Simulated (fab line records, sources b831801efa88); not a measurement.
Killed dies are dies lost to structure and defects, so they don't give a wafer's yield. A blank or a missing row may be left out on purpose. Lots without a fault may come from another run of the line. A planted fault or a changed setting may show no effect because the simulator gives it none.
Which tool did it? | flow gf180mcu | 13 lots, 39 wafers sampled, at 6 steps of a route of 602

WHAT THE GAUGES READ, wafer by wafer
GF_VT_IMPLANT_RS_MEAS_48: measures by four-point-probe.
lot  | measured     | on            | LVPWELL_RS (ohm/sq)
L381 | day 7 06:31  | film_metro-03 | 1202 1207 1203
L382 | day 7 11:46  | film_metro-03 | 1197 1199 1199
L386 | day 8 21:56  | film_metro-01 | 1194 1197 1196
L385 | day 8 23:14  | film_metro-01 | 1199 1197 1197
L388 | day 9 15:47  | film_metro-03 | 1198 1200 1197
L389 | day 9 21:44  | film_metro-01 | 1196 1198 1194
L390 | day 10 08:36 | film_metro-01 | 1196 1195 1195
L393 | day 11 03:07 | film_metro-04 | 1199 1202 1199
L397 | day 12 11:00 | film_metro-01 | 1201 1205 1206
L398 | day 12 11:19 | film_metro-04 | 1190 1194 1195
L400 | day 13 03:10 | film_metro-03 | 1196 1196 1197
L402 | day 13 17:33 | film_metro-01 | 1195 1197 1194
L403 | day 13 23:41 | film_metro-04 | 1194 1193 1193

GF_POLY_GATE_CD_MEAS_10: target cd 280 nm.
lot  | measured     | on        | cd_nm (nm)
L381 | day 8 23:06  | cd_sem-02 | 282.7 282.0 281.6
L382 | day 9 04:44  | cd_sem-02 | 278.6 279.0 277.7
L386 | day 10 14:35 | cd_sem-02 | 279.1 278.1 278.6
L385 | day 10 16:07 | cd_sem-02 | 281.7 280.1 280.3
L388 | day 11 10:35 | cd_sem-02 | 279.3 280.0 280.0
L389 | day 11 16:23 | cd_sem-01 | 280.9 279.8 280.9
L390 | day 12 02:38 | cd_sem-01 | 278.8 277.7 279.3
L393 | day 12 21:19 | cd_sem-02 | 279.3 278.7 280.1
L397 | day 14 08:05 | cd_sem-02 | 279.8 280.0 281.0
L398 | day 14 09:41 | cd_sem-02 | 279.4 278.3 279.1
L400 | day 15 02:08 | cd_sem-01 | 279.8 279.5 279.4
L402 | day 15 16:08 | cd_sem-02 | 282.5 280.8 281.1
L403 | day 15 22:26 | cd_sem-01 | 281.3 281.9 281.8

GF_HV_LDD_CD_MEAS_19: target cd 400 nm.
lot  | measured     | on        | cd_nm (nm)
L381 | day 10 12:34 | cd_sem-02 | 401.0 400.0 398.6
L382 | day 10 19:31 | cd_sem-02 | 397.1 397.4 397.2
L386 | day 12 06:23 | cd_sem-02 | 400.4 400.0 400.3
L385 | day 12 10:17 | cd_sem-01 | 400.0 399.7 400.3
L388 | day 13 03:29 | cd_sem-01 | 397.2 398.4 395.1
L389 | day 13 09:02 | cd_sem-02 | 399.5 401.7 401.1
L390 | day 13 19:50 | cd_sem-01 | 398.2 397.3 398.2
L393 | day 14 15:54 | cd_sem-01 | 402.7 398.5 400.2
L397 | day 16 05:17 | cd_sem-01 | 399.1 398.9 400.5
L398 | day 16 06:51 | cd_sem-01 | 399.6 398.1 396.9
L400 | day 16 23:06 | cd_sem-02 | 399.3 398.1 400.1
L402 | day 17 14:17 | cd_sem-01 | 402.7 402.5 401.8
L403 | day 17 20:53 | cd_sem-02 | 402.6 401.6 401.1

GF_HV_LDD_CD_MEAS_31: target cd 400 nm.
lot  | measured     | on        | cd_nm (nm)
L381 | day 11 06:29 | cd_sem-01 | 400.4 400.6 397.3
L382 | day 11 14:59 | cd_sem-02 | 400.2 400.8 399.6
L386 | day 13 02:44 | cd_sem-01 | 402.8 403.7 403.6
L385 | day 13 06:26 | cd_sem-01 | 400.1 399.6 400.1
L388 | day 14 00:37 | cd_sem-02 | 401.5 400.3 401.0
L389 | day 14 05:37 | cd_sem-02 | - - -
L390 | day 14 17:08 | cd_sem-02 | 399.1 403.5 401.7
L393 | day 15 13:07 | cd_sem-01 | 398.6 399.2 399.0
L397 | day 17 02:57 | cd_sem-02 | 392.4 396.4 394.1
L398 | day 17 04:12 | cd_sem-02 | 398.6 399.7 399.7
L400 | day 17 21:19 | cd_sem-01 | 398.1 398.0 397.8
L402 | day 18 12:56 | cd_sem-01 | 403.9 403.5 399.4
L403 | day 18 19:12 | cd_sem-02 | 403.8 405.4 404.8

GF_HV_LDD_TW_MEAS_38.
lot  | measured     | on            | HV_LDD_3_TW
L381 | day 11 07:19 | film_metro-01 | 1428 1428 1430
L382 | day 11 15:49 | film_metro-03 | 1451 1456 1456
L386 | day 13 03:35 | film_metro-04 | 1456 1459 1452
L385 | day 13 07:17 | film_metro-04 | 1458 1455 1446
L388 | day 14 01:27 | film_metro-03 | 1458 1463 1458
L389 | day 14 06:28 | film_metro-01 | 30 30 30
L390 | day 14 17:59 | film_metro-03 | 1451 1455 1454
L393 | day 15 13:58 | film_metro-04 | 1460 1459 1468
L397 | day 17 03:49 | film_metro-03 | 1459 1459 1453
L398 | day 17 05:03 | film_metro-01 | 1439 1433 1442
L400 | day 17 22:08 | film_metro-03 | 1453 1461 1452
L402 | day 18 13:47 | film_metro-03 | 1453 1458 1448
L403 | day 18 20:04 | film_metro-03 | 1453 1449 1448

WHICH TOOL RAN EACH LOT (tool, then ch and the chambers of the sampled wafers, then the start)
lot  | GF_HV_LDD_EXPOSE_28
L381 | iline_stepper-01 ch 0, day 10 21:06
L382 | iline_stepper-02 ch 0, day 11 05:44
L386 | iline_stepper-01 ch 0, day 12 16:31
L385 | iline_stepper-02 ch 0, day 12 20:37
L388 | iline_stepper-01 ch 0, day 13 13:50
L389 | iline_stepper-02 ch 0, day 13 19:55
L390 | iline_stepper-01 ch 0, day 14 06:40
L393 | iline_stepper-02 ch 0, day 15 02:57
L397 | iline_stepper-02 ch 0, day 16 16:23
L398 | iline_stepper-02 ch 0, day 16 17:19
L400 | iline_stepper-02 ch 0, day 17 09:28
L402 | iline_stepper-02 ch 0, day 18 02:06
L403 | iline_stepper-02 ch 0, day 18 07:39
- GF_HV_LDD_EXPOSE_28: exposes mask Nplus HV AREA, target cd 400 nm.

WHAT THE TOOLS THEMSELVES READ (means of the sampled wafers that have a number; where no wafer has one, the mark that the record gives instead)
The record holds no such reading with a usual standard deviation.

THE ANSWER, worked out from the rows above alone
Rule: what is usual is taken from the lots themselves. Put in order of their means at a reading, lots are off if they are a third of the lots or fewer, leave a main group of 4 or more, and stand apart from it by a gap of 3 or more times the standard deviation of the main group's means; of several such gaps the widest counts. A main group whose means are all the same, to the digits that the tables above print for the reading, isn't used. A lot without any number at a reading at which 4 lots or more have one is off too. The other lots that the step has rows for count as sound. The gauges are gone through in route order, then the tools' own readings, and for those a lot's mean is taken as printed above. The first step at which some lot is off is used, and at that step the reading that is off furthest; a lot without a number counts as furthest.
Off: L389, at GF_HV_LDD_CD_MEAS_31 (cd_nm). Without a number there: L389. The main group: mean 400.2 nm, standard deviation 2.6.
A tool fits if, at a process step before that reading, it ran every lot that is off, and no sound lot after the first of them. The gauges at GF_HV_LDD_CD_MEAS_31 aren't tried: what is off there is off at GF_HV_LDD_TW_MEAS_38 too, on other tools, and a gauge's error can't cause that. None of those tried fits.

WHAT THE SIMULATOR HAD PUT IN
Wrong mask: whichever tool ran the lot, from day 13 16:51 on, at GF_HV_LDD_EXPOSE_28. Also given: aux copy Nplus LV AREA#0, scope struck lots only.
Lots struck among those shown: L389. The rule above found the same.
